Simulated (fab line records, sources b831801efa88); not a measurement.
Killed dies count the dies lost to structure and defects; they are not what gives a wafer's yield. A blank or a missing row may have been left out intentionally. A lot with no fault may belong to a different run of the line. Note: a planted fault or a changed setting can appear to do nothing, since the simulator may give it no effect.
Which tool is to blame? + flow sky130 + 10 lots, 30 wafers sampled, at 3 steps of a route of 708

## WHAT THE GAUGES READ, wafer by wafer
SKY_VIA2_RS_MEAS_22: measures by four-point-probe.
| lot  | measured     | on           | VIA2_W_RS (ohm/sq) |
|------|--------------|--------------|--------------------|
| L536 | day 35 22:02 | filmMetro-03 | 0.275 0.276 0.275  |
| L535 | day 36 02:55 | filmMetro-01 | 0.276 0.274 0.273  |
| L538 | day 37 11:12 | filmMetro-03 | 0.272 0.272 0.275  |
| L544 | day 39 02:48 | filmMetro-03 | 0.267 0.268 0.267  |
| L545 | day 39 14:16 | filmMetro-04 | 0.272 0.270 0.271  |
| L552 | day 41 05:59 | filmMetro-04 | 0.279 0.276 0.277  |
| L556 | day 42 20:50 | filmMetro-04 | 0.185 0.184 0.273  |
| L557 | day 42 22:40 | filmMetro-04 | 0.274 0.274 0.182  |
| L555 | day 43 00:49 | filmMetro-03 | 0.275 0.273 0.279  |
| L558 | day 43 04:53 | filmMetro-03 | 0.275 0.273 0.274  |

## WHAT TOOL EACH LOT RAN ON (gives the tool, then ch and the chambers of the sampled wafers, and finally the start)
| lot  | SKY_VIA2_ETCH_14                  | SKY_VIA2_CVD_21              |
|------|-----------------------------------|------------------------------|
| L536 | rieDiel-04 ch 1,2, day 35 21:07   | cvdW-01 ch 0,1, day 35 21:53 |
| L535 | rieDiel-04 ch 0,2,3, day 36 02:01 | cvdW-01 ch 0,1, day 36 02:46 |
| L538 | rieDiel-04 ch 0,1,3, day 37 10:11 | cvdW-02 ch 1, day 37 10:56   |
| L544 | rieDiel-04 ch 0,1,2, day 39 01:55 | cvdW-02 ch 1, day 39 02:40   |
| L545 | rieDiel-01 ch 0,1, day 39 13:19   | cvdW-01 ch 0, day 39 14:07   |
| L552 | rieDiel-01 ch 0,1,2, day 41 05:04 | cvdW-01 ch 0,1, day 41 05:52 |
| L556 | rieDiel-03 ch 1,2,3, day 42 19:56 | cvdW-01 ch 0,1, day 42 20:41 |
| L557 | rieDiel-04 ch 0,1,2, day 42 21:46 | cvdW-01 ch 0,1, day 42 22:32 |
| L555 | rieDiel-03 ch 2,3, day 42 23:56   | cvdW-02 ch 0,1, day 43 00:41 |
| L558 | rieDiel-03 ch 2,3, day 43 03:49   | cvdW-02 ch 1, day 43 04:39   |
- SKY_VIA2_ETCH_14: etches BARC in N2/H2, stops on SiO2, time 45.9 s, target depth 60 nm.
- SKY_VIA2_CVD_21: deposits W, target thk 420 nm, time 126.4 s.

## THE ANSWER, worked out from the rows above alone
Rule: usual is defined by the lots themselves. The widest of any qualifying gaps counts: lots, ordered by their means at a reading, are off when they make up no more than a third of the lots, leave a main group of 4 or more, and stand apart from it by 3 or more times the standard deviation of that group's means. If all means in a main group match to the digits the tables above print for the reading, that group is not used. A lot without any number at a reading at which 4 lots or more have one is off too. All remaining lots with rows at the step are treated as sound.
Off: at SKY_VIA2_RS_MEAS_22 (VIA2_W_RS), L556, L557. The main group has a mean of 0.274 ohm/sq with a standard deviation of 0.0029.
A tool fits if, at a process step before that reading, it ran every lot that is off, and no sound lot after the first of them. Gauges at SKY_VIA2_RS_MEAS_22: tried the same way as those tools. 2 tools fit, cvdW-01 at SKY_VIA2_CVD_21 and filmMetro-04 at SKY_VIA2_RS_MEAS_22, so this cannot tell which one it is.

## WHAT THE SIMULATOR PUT IN
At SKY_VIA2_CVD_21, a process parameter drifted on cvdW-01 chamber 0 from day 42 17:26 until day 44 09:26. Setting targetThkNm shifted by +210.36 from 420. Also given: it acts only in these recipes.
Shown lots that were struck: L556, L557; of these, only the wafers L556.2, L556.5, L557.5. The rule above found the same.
